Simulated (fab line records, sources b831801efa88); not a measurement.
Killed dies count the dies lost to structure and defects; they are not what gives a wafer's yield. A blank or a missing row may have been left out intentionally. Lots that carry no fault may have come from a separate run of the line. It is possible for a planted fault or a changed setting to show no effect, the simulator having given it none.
fab line records :: flow gf180mcu :: part 2 of 2: steps 26 to 34 of 34
record
  lots=5
  wafers=15
  last_day=35
route steps=602 shown V5@555 TOP_METAL@567 PASSIVATION@587
lots that met no fault: taken from a fault-free run of the same line
start_h: hours from the record's first day to the start of the lot's first wafer shown :: wait_h: hours since the lot's step before :: " same as the row above :: L1.1+2: a row that stands for several wafers :: - value missing, or start not given :: * or withheld: withheld :: < > ~ a bound
route shown NAME@n: NAME is a module with steps in the file, n the number in the route of the first one :: usual: mean/standard deviation of fault-free wafers :: same: alike in all rows :: chamber/n: place in a boat :: sites: readings site by site :: _std_site: the values' standard deviation :: _edge_site: inner sites' mean taken away from outer sites' mean :: radius_mm: for every site, how far away it sits from the centre of the wafer :: mask NAME#n: copy n :: behind: the last tool/chamber to shape the wafer :: hold: why the lot went on hold/how many hours it stayed there/how the hold came to an end :: device: whichever transistor did not switch (one of n, p or np) :: end of line: the same wafers' tests at the end of the route :: for a step that has no rows: nothing shown but its recipe :: killed: count of dies lost to structure and defects at first sort (not the wafer's yield) :: map: per-die view of a wafer (x killed, . not killed, _ where there is no die)
set.NAME: the run value of the setting; set.NAME@STEP: its run value at that earlier step :: model.NAME: the simulator's own value behind a step, which no gauge read
lots seen at some steps along the route; tables by step, rows by wafer
services: when a tool's chamber went out of use (start_h, in hours from the record's first day, below 0 if earlier), for how many hours, and the reason
## steps
# step GF_TOP_METAL_DEVELOP_13
# recipe
  develop_time_s=61.8
  dev_temp_c=23
# usual
  resist_line_temp_C=23.00/0.11
lot.wafer: L077.1
tool: litho_track-04
chamber: 0
start_h: 689.95
wait_h: 0.1
resist_line_temp_C: 22.99

lot.wafer: L077.3
tool: litho_track-04
chamber: 0
start_h: 689.95
wait_h: 0.1
resist_line_temp_C: 23.09

lot.wafer: L077.6
tool: litho_track-04
chamber: 0
start_h: 689.95
wait_h: 0.1
resist_line_temp_C: 23.02

lot.wafer: L078.2
tool: litho_track-03
chamber: 0
start_h: 702.10
wait_h: 0.1
resist_line_temp_C: 22.91

lot.wafer: L078.3
tool: litho_track-03
chamber: 0
start_h: 702.10
wait_h: 0.1
resist_line_temp_C: 22.85

lot.wafer: L078.4
tool: litho_track-03
chamber: 0
start_h: 702.10
wait_h: 0.1
resist_line_temp_C: 23.00

lot.wafer: L082.2
tool: litho_track-02
chamber: 0
start_h: 723.63
wait_h: 0.1
resist_line_temp_C: 22.97

lot.wafer: L082.3
tool: litho_track-02
chamber: 0
start_h: 723.63
wait_h: 0.1
resist_line_temp_C: 22.95

lot.wafer: L082.4
tool: litho_track-02
chamber: 0
start_h: 723.63
wait_h: 0.1
resist_line_temp_C: 22.99

lot.wafer: L089.2
tool: litho_track-04
chamber: 0
start_h: 775.37
wait_h: 0.1
resist_line_temp_C: 23.22

lot.wafer: L089.3
tool: litho_track-04
chamber: 0
start_h: 775.37
wait_h: 0.1
resist_line_temp_C: 22.98

lot.wafer: L089.5
tool: litho_track-04
chamber: 0
start_h: 775.37
wait_h: 0.1
resist_line_temp_C: 23.08

lot.wafer: L096.2
tool: litho_track-02
chamber: 0
start_h: 809.43
wait_h: 0.1
resist_line_temp_C: 22.92

lot.wafer: L096.3
tool: litho_track-02
chamber: 0
start_h: 809.43
wait_h: 0.1
resist_line_temp_C: 22.99

lot.wafer: L096.5
tool: litho_track-02
chamber: 0
start_h: 809.43
wait_h: 0.1
resist_line_temp_C: 22.86
# step GF_TOP_METAL_CD_MEAS_14
# recipe
  target_cd_nm=440
# usual
  cd_nm=440.4/2.6
lot.wafer: L077.1
tool: cd_sem-01
chamber: -
start_h: 690.10
wait_h: 0.1
cd_nm: 438.8

lot.wafer: L077.3
tool: cd_sem-01
chamber: -
start_h: 690.10
wait_h: 0.1
cd_nm: 441.6

lot.wafer: L077.6
tool: cd_sem-01
chamber: -
start_h: 690.10
wait_h: 0.1
cd_nm: 439.2

lot.wafer: L078.2
tool: cd_sem-02
chamber: -
start_h: 702.25
wait_h: 0.1
cd_nm: 440.8

lot.wafer: L078.3
tool: cd_sem-02
chamber: -
start_h: 702.25
wait_h: 0.1
cd_nm: 436.5

lot.wafer: L078.4
tool: cd_sem-02
chamber: -
start_h: 702.25
wait_h: 0.1
cd_nm: 438.4

lot.wafer: L082.2
tool: cd_sem-01
chamber: -
start_h: 723.78
wait_h: 0.1
cd_nm: 442.7

lot.wafer: L082.3
tool: cd_sem-01
chamber: -
start_h: 723.78
wait_h: 0.1
cd_nm: 442.8

lot.wafer: L082.4
tool: cd_sem-01
chamber: -
start_h: 723.78
wait_h: 0.1
cd_nm: 442.8

lot.wafer: L089.2
tool: cd_sem-01
chamber: -
start_h: 775.52
wait_h: 0.1
cd_nm: 439.1

lot.wafer: L089.3
tool: cd_sem-01
chamber: -
start_h: 775.52
wait_h: 0.1
cd_nm: 442.1

lot.wafer: L089.5
tool: cd_sem-01
chamber: -
start_h: 775.52
wait_h: 0.1
cd_nm: 440.4

lot.wafer: L096.2
tool: cd_sem-01
chamber: -
start_h: 809.58
wait_h: 0.1
cd_nm: 443.1

lot.wafer: L096.3
tool: cd_sem-01
chamber: -
start_h: 809.58
wait_h: 0.1
cd_nm: 441.8

lot.wafer: L096.5
tool: cd_sem-01
chamber: -
start_h: 809.58
wait_h: 0.1
cd_nm: 442.3
# step GF_TOP_METAL_OVL_MEAS_15
# usual
  TOP_METAL_OVL=-1.0/1.4
lot.wafer: L077.1
tool: overlay-01
chamber: -
start_h: 690.22
wait_h: 0.1
TOP_METAL_OVL[nm]: -0.8

lot.wafer: L077.3
tool: overlay-01
chamber: -
start_h: 690.22
wait_h: 0.1
TOP_METAL_OVL[nm]: -1.5

lot.wafer: L077.6
tool: overlay-01
chamber: -
start_h: 690.22
wait_h: 0.1
TOP_METAL_OVL[nm]: -3.1

lot.wafer: L078.2
tool: overlay-01
chamber: -
start_h: 702.35
wait_h: 0.1
TOP_METAL_OVL[nm]: -1.3

lot.wafer: L078.3
tool: overlay-01
chamber: -
start_h: 702.35
wait_h: 0.1
TOP_METAL_OVL[nm]: -2.3

lot.wafer: L078.4
tool: overlay-01
chamber: -
start_h: 702.35
wait_h: 0.1
TOP_METAL_OVL[nm]: -0.2

lot.wafer: L082.2
tool: overlay-01
chamber: -
start_h: 723.89
wait_h: 0.1
TOP_METAL_OVL[nm]: -1.0

lot.wafer: L082.3
tool: overlay-01
chamber: -
start_h: 723.89
wait_h: 0.1
TOP_METAL_OVL[nm]: -2.1

lot.wafer: L082.4
tool: overlay-01
chamber: -
start_h: 723.89
wait_h: 0.1
TOP_METAL_OVL[nm]: -2.5

lot.wafer: L089.2
tool: overlay-02
chamber: -
start_h: 775.62
wait_h: 0.1
TOP_METAL_OVL[nm]: -1.7

lot.wafer: L089.3
tool: overlay-02
chamber: -
start_h: 775.62
wait_h: 0.1
TOP_METAL_OVL[nm]: -0.3

lot.wafer: L089.5
tool: overlay-02
chamber: -
start_h: 775.62
wait_h: 0.1
TOP_METAL_OVL[nm]: -1.6

lot.wafer: L096.2
tool: overlay-02
chamber: -
start_h: 809.68
wait_h: 0.1
TOP_METAL_OVL[nm]: 1.0

lot.wafer: L096.3
tool: overlay-02
chamber: -
start_h: 809.68
wait_h: 0.1
TOP_METAL_OVL[nm]: 1.2

lot.wafer: L096.5
tool: overlay-02
chamber: -
start_h: 809.68
wait_h: 0.1
TOP_METAL_OVL[nm]: 0.2
# step GF_TOP_METAL_METAL_ETCH_16
# recipe
  chemistry=Cl2/BCl3
  mask_material=NOVOLAK
  target_depth_nm=1077.5
  stop_on=SiO2
  pressure_mtorr=8
  icp_w=800
  bias_w=140
  Cl2_flow_sccm=80
  bcl3_flow_sccm=40
  time_s=179.6
# usual
  drypump_motor_current_A=5.8/0.32
  oes_product_au=0.965/0.0089
  throttle_valve_pct=28.257/0.013
lot.wafer: L077.1
tool: rie_metal-04
chamber: 0
start_h: 690.25
wait_h: 0.0
drypump_motor_current_A: 5.9
oes_product_au: 0.967
rf_hours_counter_h: 11
throttle_valve_pct: 28.259

lot.wafer: L077.3
tool: rie_metal-04
chamber: 1
start_h: 690.25
wait_h: 0.0
drypump_motor_current_A: 5.7
oes_product_au: 0.974
rf_hours_counter_h: -
throttle_valve_pct: 28.264

lot.wafer: L077.6
tool: rie_metal-04
chamber: 1
start_h: 690.25
wait_h: 0.0
drypump_motor_current_A: 5.7
oes_product_au: 0.972
rf_hours_counter_h: -
throttle_valve_pct: 28.259

lot.wafer: L078.2
tool: rie_metal-01
chamber: 1
start_h: 702.38
wait_h: 0.0
drypump_motor_current_A: 5.8
oes_product_au: 0.954
rf_hours_counter_h: 9
throttle_valve_pct: 28.262

lot.wafer: L078.3
tool: rie_metal-01
chamber: 0
start_h: 702.38
wait_h: 0.0
drypump_motor_current_A: 5.3
oes_product_au: 0.963
rf_hours_counter_h: -
throttle_valve_pct: 28.261

lot.wafer: L078.4
tool: rie_metal-01
chamber: 1
start_h: 702.38
wait_h: 0.0
drypump_motor_current_A: 5.7
oes_product_au: 0.966
rf_hours_counter_h: -
throttle_valve_pct: 28.264

lot.wafer: L082.2
tool: rie_metal-01
chamber: 1
start_h: 723.92
wait_h: 0.0
drypump_motor_current_A: 5.8
oes_product_au: 0.941
rf_hours_counter_h: 9
throttle_valve_pct: 28.270

lot.wafer: L082.3
tool: rie_metal-01
chamber: 0
start_h: 723.92
wait_h: 0.0
drypump_motor_current_A: 5.3
oes_product_au: 0.956
rf_hours_counter_h: -
throttle_valve_pct: 28.260

lot.wafer: L082.4
tool: rie_metal-01
chamber: 1
start_h: 723.92
wait_h: 0.0
drypump_motor_current_A: 5.8
oes_product_au: 0.947
rf_hours_counter_h: -
throttle_valve_pct: 28.261

lot.wafer: L089.2
tool: rie_metal-03
chamber: 0
start_h: 775.71
wait_h: 0.1
drypump_motor_current_A: 6.3
oes_product_au: 0.972
rf_hours_counter_h: -
throttle_valve_pct: 28.254

lot.wafer: L089.3
tool: rie_metal-03
chamber: 0
start_h: 775.71
wait_h: 0.1
drypump_motor_current_A: 6.3
oes_product_au: 0.967
rf_hours_counter_h: -
throttle_valve_pct: 28.271

lot.wafer: L089.5
tool: rie_metal-03
chamber: 0
start_h: 775.71
wait_h: 0.1
drypump_motor_current_A: 6.3
oes_product_au: 0.973
rf_hours_counter_h: -
throttle_valve_pct: 28.258

lot.wafer: L096.2
tool: rie_metal-03
chamber: 1
start_h: 809.71
wait_h: 0.0
drypump_motor_current_A: 5.5
oes_product_au: 0.968
rf_hours_counter_h: 12
throttle_valve_pct: 28.268

lot.wafer: L096.3
tool: rie_metal-03
chamber: 1
start_h: 809.71
wait_h: 0.0
drypump_motor_current_A: 5.5
oes_product_au: 0.958
rf_hours_counter_h: -
throttle_valve_pct: 28.262

lot.wafer: L096.5
tool: rie_metal-03
chamber: 1
start_h: 809.71
wait_h: 0.0
drypump_motor_current_A: 5.5
oes_product_au: 0.964
rf_hours_counter_h: -
throttle_valve_pct: 28.262
# step GF_TOP_METAL_STRIP_17
# recipe
  chemistry=O2/N2
  power_w=1400
  pressure_mtorr=1500
  platen_temp_c=250
  o2_flow_sccm=3000
  n2_flow_sccm=300
  overash_fraction=0.5
# usual
  drypump_motor_current_A=5.78/0.14
  heater_power_w=334/33
  oes_product_au=0.710/0.0043
  platen_temp_c=249.99/0.2
  strip_time_to_endpoint_s=13.39/0.089
lot.wafer: L077.1
tool: plasma_asher-03
chamber: 1
start_h: 690.43
wait_h: 0.1
drypump_motor_current_A: 5.68
heater_power_w: 299
oes_product_au: 0.707
platen_temp_c: 250.11
rf_hours_counter_h: 111
strip_time_to_endpoint_s: 13.43

lot.wafer: L077.3
tool: plasma_asher-03
chamber: 1
start_h: 690.43
wait_h: 0.1
drypump_motor_current_A: 5.71
heater_power_w: 289
oes_product_au: 0.712
platen_temp_c: 250.08
rf_hours_counter_h: -
strip_time_to_endpoint_s: 13.30

lot.wafer: L077.6
tool: plasma_asher-03
chamber: 0
start_h: 690.43
wait_h: 0.1
drypump_motor_current_A: 5.62
heater_power_w: 272
oes_product_au: 0.714
platen_temp_c: 250.16
rf_hours_counter_h: -
strip_time_to_endpoint_s: 13.32

lot.wafer: L078.2
tool: plasma_asher-03
chamber: 0
start_h: 702.56
wait_h: 0.1
drypump_motor_current_A: 5.61
heater_power_w: 276
oes_product_au: 0.706
platen_temp_c: 249.90
rf_hours_counter_h: 112
strip_time_to_endpoint_s: 13.38

lot.wafer: L078.3
tool: plasma_asher-03
chamber: 0
start_h: 702.56
wait_h: 0.1
drypump_motor_current_A: 5.58
heater_power_w: 275
oes_product_au: 0.704
platen_temp_c: 250.03
rf_hours_counter_h: -
strip_time_to_endpoint_s: 13.46

lot.wafer: L078.4
tool: plasma_asher-03
chamber: 1
start_h: 702.56
wait_h: 0.1
drypump_motor_current_A: 5.68
heater_power_w: 298
oes_product_au: 0.713
platen_temp_c: 249.91
rf_hours_counter_h: -
strip_time_to_endpoint_s: 13.36

lot.wafer: L082.2
tool: plasma_asher-04
chamber: 1
start_h: 724.09
wait_h: 0.1
drypump_motor_current_A: 5.82
heater_power_w: 394
oes_product_au: 0.716
platen_temp_c: 249.74
rf_hours_counter_h: 96
strip_time_to_endpoint_s: 13.22

lot.wafer: L082.3
tool: plasma_asher-04
chamber: 1
start_h: 724.09
wait_h: 0.1
drypump_motor_current_A: 5.84
heater_power_w: 376
oes_product_au: 0.710
platen_temp_c: 249.94
rf_hours_counter_h: -
strip_time_to_endpoint_s: 13.47

lot.wafer: L082.4
tool: plasma_asher-04
chamber: 0
start_h: 724.09
wait_h: 0.1
drypump_motor_current_A: 6.03
heater_power_w: 350
oes_product_au: 0.709
platen_temp_c: 250.02
rf_hours_counter_h: -
strip_time_to_endpoint_s: 13.22

lot.wafer: L089.2
tool: plasma_asher-04
chamber: 1
start_h: 776.00
wait_h: 0.2
drypump_motor_current_A: 5.84
heater_power_w: 383
oes_product_au: 0.712
platen_temp_c: 249.77
rf_hours_counter_h: 101
strip_time_to_endpoint_s: 13.26

lot.wafer: L089.3
tool: plasma_asher-04
chamber: 0
start_h: 776.00
wait_h: 0.2
drypump_motor_current_A: 6.05
heater_power_w: 350
oes_product_au: 0.712
platen_temp_c: 249.91
rf_hours_counter_h: -
strip_time_to_endpoint_s: 13.35

lot.wafer: L089.5
tool: plasma_asher-04
chamber: 0
start_h: 776.00
wait_h: 0.2
drypump_motor_current_A: 6.03
heater_power_w: 346
oes_product_au: 0.710
platen_temp_c: 250.03
rf_hours_counter_h: -
strip_time_to_endpoint_s: 13.32

lot.wafer: L096.2
tool: plasma_asher-02
chamber: 1
start_h: 809.89
wait_h: 0.1
drypump_motor_current_A: 5.73
heater_power_w: 341
oes_product_au: 0.720
platen_temp_c: 250.00
rf_hours_counter_h: 70
strip_time_to_endpoint_s: 13.33

lot.wafer: L096.3
tool: plasma_asher-02
chamber: 1
start_h: 809.89
wait_h: 0.1
drypump_motor_current_A: 5.75
heater_power_w: 339
oes_product_au: 0.708
platen_temp_c: 249.96
rf_hours_counter_h: -
strip_time_to_endpoint_s: 13.40

lot.wafer: L096.5
tool: plasma_asher-02
chamber: 1
start_h: 809.89
wait_h: 0.1
drypump_motor_current_A: 5.76
heater_power_w: 353
oes_product_au: 0.713
platen_temp_c: 249.89
rf_hours_counter_h: -
strip_time_to_endpoint_s: 13.37
# step GF_TOP_METAL_STRIP_18
# recipe
  chemistry=post_etch_residue_remover
  time_s=1200
  temp_c=72.5
lot.wafer: L077.1+3+6
tool: wet_bench-02
chamber: 0
start_h: 690.53
wait_h: 0.1

lot.wafer: L078.2+3+4
tool: wet_bench-02
chamber: 2
start_h: 702.66
wait_h: 0.1

lot.wafer: L082.2+3+4
tool: wet_bench-01
chamber: 1
start_h: 724.23
wait_h: 0.1

lot.wafer: L089.2+3+5
tool: wet_bench-04
chamber: 3
start_h: 776.10
wait_h: 0.1

lot.wafer: L096.2+3+5
tool: wet_bench-02
chamber: 1
start_h: 810.04
wait_h: 0.1
# step GF_TOP_METAL_CLEAN_19
# recipe
  chemistry=DIW
  dry=n2_spin
lot.wafer: L077.1+3+6
tool: wet_bench-04
chamber: 1
start_h: 690.87
wait_h: 0.0

lot.wafer: L078.2+3+4
tool: wet_bench-01
chamber: 2
start_h: 703.00
wait_h: 0.0

lot.wafer: L082.2+3+4
tool: wet_bench-02
chamber: 3
start_h: 724.64
wait_h: 0.0

lot.wafer: L089.2+3+5
tool: wet_bench-02
chamber: 1
start_h: 776.44
wait_h: 0.0

lot.wafer: L096.2+3+5
tool: wet_bench-04
chamber: 0
start_h: 810.79
wait_h: 0.0
# step GF_PASSIVATION_CVD_00
# recipe
  material=SiO2
  target_thk_nm=1000
  precursor=TEOS
  temp_c=400
  time_s=111.95
  rf_w=600
# usual
  heater_power_w=647/96
lot.wafer: L077.1
tool: pecvd-04
chamber: 1
start_h: 690.96
wait_h: 0.0
heater_power_w: 654

lot.wafer: L077.3
tool: pecvd-04
chamber: 0
start_h: 690.96
wait_h: 0.0
heater_power_w: 605

lot.wafer: L077.6
tool: pecvd-04
chamber: 0
start_h: 690.96
wait_h: 0.0
heater_power_w: 640

lot.wafer: L078.2
tool: pecvd-04
chamber: 1
start_h: 703.10
wait_h: 0.0
heater_power_w: 556

lot.wafer: L078.3
tool: pecvd-04
chamber: 2
start_h: 703.10
wait_h: 0.0
heater_power_w: 690

lot.wafer: L078.4
tool: pecvd-04
chamber: 0
start_h: 703.10
wait_h: 0.0
heater_power_w: 535

lot.wafer: L082.2
tool: pecvd-04
chamber: 1
start_h: 724.73
wait_h: 0.0
heater_power_w: 677

lot.wafer: L082.3
tool: pecvd-04
chamber: 0
start_h: 724.73
wait_h: 0.0
heater_power_w: 558

lot.wafer: L082.4
tool: pecvd-04
chamber: 0
start_h: 724.73
wait_h: 0.0
heater_power_w: 613

lot.wafer: L089.2
tool: pecvd-02
chamber: 0
start_h: 776.54
wait_h: 0.0
heater_power_w: 483

lot.wafer: L089.3
tool: pecvd-02
chamber: 2
start_h: 776.54
wait_h: 0.0
heater_power_w: 513

lot.wafer: L089.5
tool: pecvd-02
chamber: 1
start_h: 776.54
wait_h: 0.0
heater_power_w: 552

lot.wafer: L096.2
tool: pecvd-01
chamber: 1
start_h: 810.88
wait_h: 0.0
heater_power_w: 677

lot.wafer: L096.3
tool: pecvd-01
chamber: 0
start_h: 810.88
wait_h: 0.0
heater_power_w: 653

lot.wafer: L096.5
tool: pecvd-01
chamber: 0
start_h: 810.88
wait_h: 0.0
heater_power_w: 712
# step GF_PASSIVATION_THK_MEAS_01
# recipe
  reads=SiO2_of_PASSIVATION_CVD_00
# usual
  PASSIVATION_CVD_00_THK=1009/14
lot.wafer: L077.1
tool: film_metro-02
chamber: -
start_h: 691.04
wait_h: 0.0
PASSIVATION_CVD_00_THK[nm]: 1004

lot.wafer: L077.3
tool: film_metro-02
chamber: -
start_h: 691.04
wait_h: 0.0
PASSIVATION_CVD_00_THK[nm]: 1022

lot.wafer: L077.6
tool: film_metro-02
chamber: -
start_h: 691.04
wait_h: 0.0
PASSIVATION_CVD_00_THK[nm]: 1040

lot.wafer: L078.2
tool: film_metro-02
chamber: -
start_h: 703.19
wait_h: 0.0
PASSIVATION_CVD_00_THK[nm]: 1006

lot.wafer: L078.3
tool: film_metro-02
chamber: -
start_h: 703.19
wait_h: 0.0
PASSIVATION_CVD_00_THK[nm]: 1005

lot.wafer: L078.4
tool: film_metro-02
chamber: -
start_h: 703.19
wait_h: 0.0
PASSIVATION_CVD_00_THK[nm]: 1018

lot.wafer: L082.2
tool: film_metro-02
chamber: -
start_h: 724.82
wait_h: 0.0
PASSIVATION_CVD_00_THK[nm]: 998

lot.wafer: L082.3
tool: film_metro-02
chamber: -
start_h: 724.82
wait_h: 0.0
PASSIVATION_CVD_00_THK[nm]: 1000

lot.wafer: L082.4
tool: film_metro-02
chamber: -
start_h: 724.82
wait_h: 0.0
PASSIVATION_CVD_00_THK[nm]: 1018

lot.wafer: L089.2
tool: film_metro-04
chamber: -
start_h: 776.63
wait_h: 0.0
PASSIVATION_CVD_00_THK[nm]: 1010

lot.wafer: L089.3
tool: film_metro-04
chamber: -
start_h: 776.63
wait_h: 0.0
PASSIVATION_CVD_00_THK[nm]: 1007

lot.wafer: L089.5
tool: film_metro-04
chamber: -
start_h: 776.63
wait_h: 0.0
PASSIVATION_CVD_00_THK[nm]: 1031

lot.wafer: L096.2
tool: film_metro-04
chamber: -
start_h: 811.03
wait_h: 0.1
PASSIVATION_CVD_00_THK[nm]: 997

lot.wafer: L096.3
tool: film_metro-04
chamber: -
start_h: 811.03
wait_h: 0.1
PASSIVATION_CVD_00_THK[nm]: 993

lot.wafer: L096.5
tool: film_metro-04
chamber: -
start_h: 811.03
wait_h: 0.1
PASSIVATION_CVD_00_THK[nm]: 1002
## services
tool: rie_metal-01
chamber: 0
start_h: 668.81
hours: 1.5
kind: repair

tool: cmp-02
chamber: -
start_h: 668.84
hours: 3.5
kind: pm

tool: cmp-01
chamber: -
start_h: 672.35
hours: 6.1
kind: pm

tool: rie_diel-01
chamber: 1
start_h: 672.51
hours: 3.0
kind: repair

tool: pvd_sputter-03
chamber: -
start_h: 686.44
hours: 1.1
kind: repair

tool: cvd_w-01
chamber: -
start_h: 704.17
hours: 1.2
kind: repair

tool: cmp-01
chamber: -
start_h: 708.18
hours: 0.3
kind: repair

tool: wet_bench-04
chamber: -
start_h: 708.41
hours: 62.2
kind: repair

tool: cmp-01
chamber: -
start_h: 709.09
hours: 0.5
kind: repair

tool: plasma_asher-03
chamber: -
start_h: 733.79
hours: 9.0
kind: pm

tool: cmp-01
chamber: -
start_h: 734.83
hours: 1.0
kind: repair

tool: rie_diel-03
chamber: -
start_h: 736.77
hours: 0.8
kind: repair

tool: rie_diel-01
chamber: 2
start_h: 738.15
hours: 6.1
kind: repair

tool: cmp-01
chamber: -
start_h: 738.19
hours: 1.2
kind: repair

tool: plasma_asher-03
chamber: -
start_h: 742.79
hours: 2.8
kind: pm

tool: rie_diel-03
chamber: -
start_h: 745.12
hours: 2.8
kind: pm

tool: pvd_sputter-04
chamber: -
start_h: 749.27
hours: 1.8
kind: repair

tool: cmp-01
chamber: -
start_h: 750.17
hours: 0.5
kind: repair

tool: cmp-01
chamber: -
start_h: 751.47
hours: 4.0
kind: pm

tool: pvd_sputter-03
chamber: -
start_h: 791.00
hours: 9.7
kind: repair

tool: wet_bench-04
chamber: -
start_h: 791.32
hours: 3.5
kind: repair

tool: iline_stepper-02
chamber: -
start_h: 793.40
hours: 1.7
kind: pm

tool: cmp-01
chamber: -
start_h: 800.95
hours: 0.9
kind: repair

tool: wet_bench-03
chamber: -
start_h: 802.89
hours: 4.1
kind: repair
